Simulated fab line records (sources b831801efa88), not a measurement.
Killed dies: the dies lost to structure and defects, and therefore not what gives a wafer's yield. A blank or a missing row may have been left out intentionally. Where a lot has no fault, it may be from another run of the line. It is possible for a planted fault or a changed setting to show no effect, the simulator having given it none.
Which tool is to blame? ; flow sky130 ; 12 lots, 36 wafers sampled, at 5 steps of a route of 708

WHAT EACH GAUGE READ, for each wafer
SKY_VT_ADJUST_NCORE_OVL_MEAS_08. Usual: VT_ADJUST_NCORE_OVL typically reads 0.7 nm, with standard deviation 1.3.
lot;measured;on;VT_ADJUST_NCORE_OVL (nm);flag
L982;day 8 12:41;overlay-01;1.6 1.3 1.7;
L983;day 8 20:46;overlay-01;-0.3 1.8 0.0;
L985;day 9 11:56;overlay-02;-0.2 0.3 1.6;
L986;day 9 19:07;overlay-02;-0.1 0.6 1.9;
L988;day 10 08:08;overlay-01;1.2 3.0 2.1;
L989;day 10 15:20;overlay-01;2.2 2.0 1.0;
L998;day 13 06:10;overlay-01;1.4 1.0 0.1;
L999;day 13 14:13;overlay-02;0.2 1.4 2.2;
L101;day 14 01:17;overlay-02;1.2 0.4 0.5;
L102;day 14 06:37;overlay-01;-0.4 0.0 1.1;
L103;day 14 12:52;overlay-02;-0.5 1.5 -0.2;
L105;day 15 08:51;overlay-02;-1.0 0.9 0.1;

SKY_POLY_GATE_THK_MEAS_01. Usual: POLY_GATE_CVD_00_THK typically reads 180.1 nm, with standard deviation 1.9.
lot;measured;on;POLY_GATE_CVD_00_THK (nm);flag
L982;day 13 21:22;film-metro-02;177.3 176.4 177.8;
L983;day 14 06:43;film-metro-04;180.4 181.1 180.4;
L985;day 14 20:16;film-metro-03;179.5 177.9 179.7;
L986;day 15 09:32;film-metro-04;181.0 180.7 180.7;
L988;day 16 00:18;film-metro-04;180.7 181.1 180.1;
L989;day 16 06:40;film-metro-03;179.0 179.0 177.3;
L998;day 19 14:56;film-metro-03;178.4 178.6 177.3;
L999;day 20 02:17;film-metro-02;183.0 182.5 181.9;
L101;day 20 14:38;film-metro-02;183.0 184.5 183.5;
L102;day 20 19:05;film-metro-03;178.0 178.0 178.2;
L103;day 21 07:55;film-metro-04;182.3 182.3 181.4;
L105;day 22 01:33;film-metro-02;182.5 179.9 180.7;

SKY_LDD_P_TW_MEAS_11. Usual: LDD_P_TW typically reads 636, with standard deviation 4.5.
lot;measured;on;LDD_P_TW;flag
L982;day 18 19:17;film-metro-04;630 633 632;
L983;day 19 08:12;film-metro-01;643 643 641;
L985;day 20 03:23;film-metro-03;636 640 635;
L986;day 20 19:52;film-metro-03;638 637 639;
L988;day 21 03:28;film-metro-01;591 593 596;OFF
L989;day 21 14:31;film-metro-01;595 596 594;OFF
L998;day 24 21:08;film-metro-01;639 637 643;
L999;day 25 09:00;film-metro-04;633 632 629;
L101;day 25 20:55;film-metro-03;629 629 632;
L102;day 26 00:14;film-metro-03;630 633 635;
L103;day 26 13:53;film-metro-03;637 633 636;
L105;day 27 08:38;film-metro-03;630 630 627;

WHAT TOOL EACH LOT RAN ON (gives the tool, then ch and the chambers of the sampled wafers, and finally the start)
lot;SKY_VT_ADJUST_LVTN_STRIP_20;SKY_LDD_P_IMPLANT_09
L982;plasma-asher-02 ch 0,1, day 7 17:06;implanter-02 ch 0, day 18 19:02
L983;plasma-asher-03 ch 0,1, day 8 00:26;implanter-01 ch 0, day 19 07:59
L985;plasma-asher-03 ch 0,1, day 8 14:07;implanter-04 ch 0, day 20 03:08
L986;plasma-asher-03 ch 0,1, day 8 21:46;implanter-02 ch 0, day 20 19:37
L988;plasma-asher-03 ch 0,1, day 9 10:31;implanter-02 ch 0, day 21 03:13
L989;plasma-asher-01 ch 0,1, day 9 17:19;implanter-02 ch 0, day 21 14:16
L998;plasma-asher-01 ch 0,1, day 12 05:06;implanter-04 ch 0, day 24 20:55
L999;plasma-asher-01 ch 0,1, day 12 13:24;implanter-01 ch 0, day 25 08:48
L101;plasma-asher-03 ch 0,1, day 12 23:12;implanter-02 ch 0, day 25 20:40
L102;plasma-asher-01 ch 0,1, day 13 05:12;implanter-02 ch 0, day 25 23:59
L103;plasma-asher-01 ch 0,1, day 13 11:04;implanter-01 ch 0, day 26 13:39
L105;plasma-asher-02 ch 0,1, day 14 06:16;implanter-02 ch 0, day 27 08:23
- SKY_VT_ADJUST_LVTN_STRIP_20: strips in O2/N2.
- SKY_LDD_P_IMPLANT_09

AS READ BY THE TOOLS THEMSELVES (means over the sampled wafers that have a number; for cases with no such wafer, the mark the record gives instead)
SKY_VT_ADJUST_LVTN_STRIP_20. Usual: drypump-motor-current-A 5.83 A, standard deviation 0.17; oes-product-au 0.716 a.u., standard deviation 0.0043; strip-time-to-endpoint-s 14.17 s, standard deviation 0.037.
lot;tool;drypump-motor-current-A (A);oes-product-au (a.u.);strip-time-to-endpoint-s (s);flag
L982;plasma-asher-02;5.85;0.717;14.13;
L983;plasma-asher-03;5.75;0.715;14.13;
L985;plasma-asher-03;5.77;0.717;14.19;
L986;plasma-asher-03;5.85;0.713;14.12;
L988;plasma-asher-03;5.88;0.717;14.18;
L989;plasma-asher-01;5.93;0.717;14.20;
L998;plasma-asher-01;5.91;0.717;14.13;
L999;plasma-asher-01;5.92;0.718;14.16;
L101;plasma-asher-03;5.84;0.716;14.24;
L102;plasma-asher-01;5.93;0.717;14.16;
L103;plasma-asher-01;5.91;0.717;14.20;
L105;plasma-asher-02;5.73;0.715;14.12;

SKY_LDD_P_IMPLANT_09. Usual: beam-on-s 10.00 s, standard deviation 0.2; dose-ions-cm2 9.999e+12, standard deviation 1.1e+10; faraday-current-uA 56.4, standard deviation 1.1.
lot;tool;beam-on-s (s);dose-ions-cm2;faraday-current-uA;flag
L982;implanter-02;10.09;9.982e+12;56.0;
L983;implanter-01;9.84;1.001e+13;57.4;
L985;implanter-04;9.76;9.993e+12;57.6;
L986;implanter-02;10.12;1.000e+13;55.6;
L988;implanter-02;9.90;7.922e+12;45.2;OFF
L989;implanter-02;10.00;7.929e+12;44.8;OFF
L998;implanter-04;10.04;1.001e+13;56.1;
L999;implanter-01;9.94;9.990e+12;56.7;
L101;implanter-02;10.18;1.001e+13;55.4;
L102;implanter-02;9.91;9.996e+12;56.9;
L103;implanter-01;9.96;1.001e+13;56.5;
L105;implanter-02;10.04;1.000e+13;56.2;

THE ANSWER, worked out from the rows above alone
Rule: lot off if the mean of its wafers having a number is beyond 3 standard deviations from the usual mean. A lot without any number at a reading at which 4 lots or more have one is off too. Any other lot the step has rows for is counted as sound. After the gauges, taken in route order, come the tools' own readings; for these a lot's mean is taken, as printed above. At the first step where some lot is off, the reading lying furthest off is the one used; lots without a number count as furthest.
Off: at SKY_LDD_P_TW_MEAS_11 (LDD_P_TW), L988, L989.
If a tool, at a process step before that reading, ran all the lots that are off and no sound lot after the first of them, it fits. The gauges at SKY_LDD_P_TW_MEAS_11 aren't tried: what is off there is off at SKY_LDD_P_IMPLANT_09 too, on other tools, and a gauge's error can't cause that. Of those tried, none fits.

WHAT WAS PUT IN BY THE SIMULATOR
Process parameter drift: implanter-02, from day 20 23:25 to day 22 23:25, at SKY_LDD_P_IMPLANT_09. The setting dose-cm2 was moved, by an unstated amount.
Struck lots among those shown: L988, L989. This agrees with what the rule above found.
